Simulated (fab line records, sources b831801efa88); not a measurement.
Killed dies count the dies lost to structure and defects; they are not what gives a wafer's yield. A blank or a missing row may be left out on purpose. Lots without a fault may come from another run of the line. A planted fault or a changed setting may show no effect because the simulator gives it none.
What tool caused it? | flow gf180mcu | 11 lots, 33 wafers sampled, at 4 steps of a route of 602

WHAT THE GAUGES SHOWED, per wafer
GF_DUAL_GATE_THK_MEAS_03.
lot  | measured     | on           | DUAL_GATE_OXIDATION_00_THK (nm)
L680 | day 7 13:56  | filmMetro-04 | 10.67 10.82 10.78
L681 | day 7 22:32  | filmMetro-03 | 11.02 10.89 11.10
L683 | day 8 09:04  | filmMetro-01 | 10.85 10.88 10.68
L685 | day 8 22:55  | filmMetro-01 | 11.00 11.10 11.29
L687 | day 9 18:13  | filmMetro-01 | 10.88 10.93 11.13
L688 | day 9 22:34  | filmMetro-04 | 11.14 11.02 11.14
L691 | day 10 19:27 | filmMetro-01 | 10.33 10.51 10.43
L693 | day 11 06:19 | filmMetro-04 | 10.10 10.08 10.03
L694 | day 11 12:21 | filmMetro-01 | 9.99 10.00 9.89
L702 | day 13 17:43 | filmMetro-01 | 10.96 11.07 10.99
L703 | day 14 06:08 | filmMetro-01 | 11.01 11.00 11.02

WHAT TOOL EACH LOT RAN ON (gives the tool, then ch and the chambers of the sampled wafers, and finally the start)
lot  | GF_VT_IMPLANT_STRIP_09              | GF_VT_IMPLANT_STRIP_42              | GF_DUAL_GATE_OXIDATION_02
L680 | plasmaAsher-03 ch 0,1, day 5 13:14  | plasmaAsher-03 ch 0,1, day 7 10:19  | furnace-02 ch 0, day 7 12:29
L681 | plasmaAsher-03 ch 0,1, day 5 21:20  | plasmaAsher-02 ch 0,1, day 7 20:07  | furnace-01 ch 0, day 7 21:04
L683 | plasmaAsher-02 ch 0,1, day 6 08:59  | plasmaAsher-04 ch 0,1, day 8 06:39  | furnace-02 ch 0, day 8 07:38
L685 | plasmaAsher-03 ch 0,1, day 6 19:59  | plasmaAsher-03 ch 0,1, day 8 20:29  | furnace-01 ch 0, day 8 21:28
L687 | plasmaAsher-03 ch 0,1, day 7 13:43  | plasmaAsher-03 ch 0,1, day 9 15:34  | furnace-01 ch 0, day 9 16:44
L688 | plasmaAsher-04 ch 0,1, day 7 17:05  | plasmaAsher-03 ch 0,1, day 9 20:08  | furnace-01 ch 0, day 9 21:07
L691 | plasmaAsher-02 ch 0,1, day 8 13:08  | plasmaAsher-02 ch 0, day 10 16:48   | furnace-02 ch 0, day 10 18:00
L693 | plasmaAsher-04 ch 0,1, day 8 23:29  | plasmaAsher-02 ch 0,1, day 11 03:48 | furnace-02 ch 0, day 11 04:52
L694 | plasmaAsher-03 ch 0,1, day 9 03:07  | plasmaAsher-03 ch 0,1, day 11 09:22 | furnace-02 ch 0, day 11 10:53
L702 | plasmaAsher-04 ch 0,1, day 11 04:27 | plasmaAsher-02 ch 0,1, day 13 14:02 | furnace-01 ch 0, day 13 16:16
L703 | plasmaAsher-03 ch 0,1, day 11 16:44 | plasmaAsher-03 ch 0,1, day 14 03:25 | furnace-01 ch 0, day 14 04:40
- GF_VT_IMPLANT_STRIP_09: strips in O2/N2.
- GF_VT_IMPLANT_STRIP_42: strips in O2/N2.
- GF_DUAL_GATE_OXIDATION_02: stabilise 600 s, purge 300 s, target thk 10.887 nm.

WHAT THE TOOLS THEMSELVES READ (means of the sampled wafers that have a number; where no wafer has one, the mark that the record gives instead)
GF_VT_IMPLANT_STRIP_09.
lot  | tool           | drypumpMotorCurrentA (A) | heaterPowerW (W) | n2FlowSccm (sccm) | oesProductAu (a.u.) | stripTimeToEndpointS (s)
L680 | plasmaAsher-03 | 6.1                      | 346              | 300.5             | 0.713               | 12.62
L681 | plasmaAsher-03 | 6.1                      | 324              | 300.4             | 0.719               | 12.65
L683 | plasmaAsher-02 | 5.4                      | 282              | 299.2             | 0.713               | 12.60
L685 | plasmaAsher-03 | 6.1                      | 323              | 299.7             | 0.714               | 12.63
L687 | plasmaAsher-03 | 6.1                      | 321              | 299.9             | 0.717               | 12.61
L688 | plasmaAsher-04 | 5.1                      | 368              | 300.2             | 0.714               | 12.56
L691 | plasmaAsher-02 | 5.4                      | 282              | 300.8             | 0.713               | 12.62
L693 | plasmaAsher-04 | 5.1                      | 364              | 300.5             | 0.719               | 12.60
L694 | plasmaAsher-03 | 6.1                      | 347              | 300.3             | 0.719               | 12.64
L702 | plasmaAsher-04 | 5.0                      | 366              | 299.6             | 0.717               | 12.60
L703 | plasmaAsher-03 | 6.1                      | 322              | 300.8             | 0.713               | 12.61

GF_VT_IMPLANT_STRIP_42.
lot  | tool           | drypumpMotorCurrentA (A) | heaterPowerW (W) | n2FlowSccm (sccm) | oesProductAu (a.u.) | stripTimeToEndpointS (s)
L680 | plasmaAsher-03 | 6.1                      | 342              | 299.6             | 0.715               | 12.62
L681 | plasmaAsher-02 | 5.4                      | 277              | 300.2             | 0.712               | 12.61
L683 | plasmaAsher-04 | 5.1                      | 372              | 299.6             | 0.715               | 12.62
L685 | plasmaAsher-03 | 6.1                      | 322              | 300.7             | 0.715               | 12.69
L687 | plasmaAsher-03 | 6.1                      | 323              | 299.4             | 0.713               | 12.62
L688 | plasmaAsher-03 | 6.1                      | 342              | 299.9             | 0.719               | 12.65
L691 | plasmaAsher-02 | 4.8                      | 312              | 300.2             | 0.716               | 12.61
L693 | plasmaAsher-02 | 5.4                      | 274              | 300.1             | 0.711               | 12.56
L694 | plasmaAsher-03 | 6.1                      | 322              | 299.9             | 0.717               | 12.64
L702 | plasmaAsher-02 | 5.4                      | 277              | 299.7             | 0.714               | 12.60
L703 | plasmaAsher-03 | 6.1                      | 344              | 300.5             | 0.714               | 12.63

GF_DUAL_GATE_OXIDATION_02.
lot  | tool       | spikeTcCentreC (C) | spikeTcLowerC (C) | spikeTcUpperC (C) | tubeCenterTempC (C) | tube_center_temp_C_max | zonePowerCentrePct (%)
L680 | furnace-02 | 901.8              | 899.8             | 899.7             | 899.87              | 902.2                  | 16.6
L681 | furnace-01 | 901.2              | 899.9             | 902.0             | 900.06              | 902.2                  | 20.5
L683 | furnace-02 | 900.9              | 900.1             | 900.4             | 899.97              | 902.3                  | 16.6
L685 | furnace-01 | 901.6              | 900.4             | 901.3             | 899.99              | 902.4                  | 20.5
L687 | furnace-01 | 902.2              | 900.6             | 900.4             | 899.97              | 902.7                  | 20.5
L688 | furnace-01 | 901.7              | 900.2             | 901.6             | 900.04              | 902.6                  | 20.5
L691 | furnace-02 | 901.0              | 900.1             | 899.6             | 899.92              | 902.3                  | 16.6
L693 | furnace-02 | 896.0              | 895.2             | 894.2             | 894.22              | 896.5                  | 16.3
L694 | furnace-02 | 895.6              | 896.0             | 894.8             | 894.13              | 896.4                  | 16.3
L702 | furnace-01 | 900.0              | 900.1             | 900.8             | 900.04              | 902.7                  | 20.5
L703 | furnace-01 | 901.1              | 901.6             | 901.7             | 900.02              | 902.5                  | 20.5

THE ANSWER, worked out from the rows above alone
Rule: the usual values come from the lots themselves. Put in order of their means at a reading, lots are off if they are a third of the lots or fewer, leave a main group of 4 or more, and stand apart from it by a gap of 3 or more times the standard deviation of the main group's means; of several such gaps the widest counts. A main group is skipped when, at the precision printed for the reading in the tables above, its means are all equal. Also off: a lot with no number at a reading for which 4 or more lots have one. All remaining lots with rows at the step are treated as sound. After the gauges, taken in route order, come the tools' own readings; for these a lot's mean is taken, as printed above. The first step at which some lot is off is used, and at that step the reading that is off furthest; a lot without a number counts as furthest.
Off, at GF_DUAL_GATE_OXIDATION_02 on tubeCenterTempC: L693, L694. For the main group the mean is 899.99 C and the standard deviation 0.058.
If a tool, at that step or one of the process steps before it, ran each lot that is off and ran no sound lot following the first of them, it fits. One candidate fits, namely furnace-02 at GF_DUAL_GATE_OXIDATION_02. Its last sound lot is L691 (day 10 18:00), its first lot that is off L693 (day 11 04:52): a fault that began between those two fits.
The tool's own readings at GF_DUAL_GATE_OXIDATION_02 bear it out: on the lots that are off they differ by more than 5 times the standard deviation of the sound lots' means. spikeTcCentreC reads 895.8 C there against 901.3 C on the sound lots; spikeTcLowerC reads 895.6 C there against 900.3 C on the sound lots; spikeTcUpperC reads 894.5 C there against 900.8 C on the sound lots; tubeCenterTempC reads 894.17 C there against 899.99 C on the sound lots; tube_center_temp_C_max reads 896.5 there against 902.4 on the sound lots.

WHAT HAD BEEN PUT IN BY THE SIMULATOR
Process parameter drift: furnace-02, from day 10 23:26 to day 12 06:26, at GF_DUAL_GATE_OXIDATION_02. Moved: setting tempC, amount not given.
Shown lots that were struck: L693, L694. The same result came from the rule above.
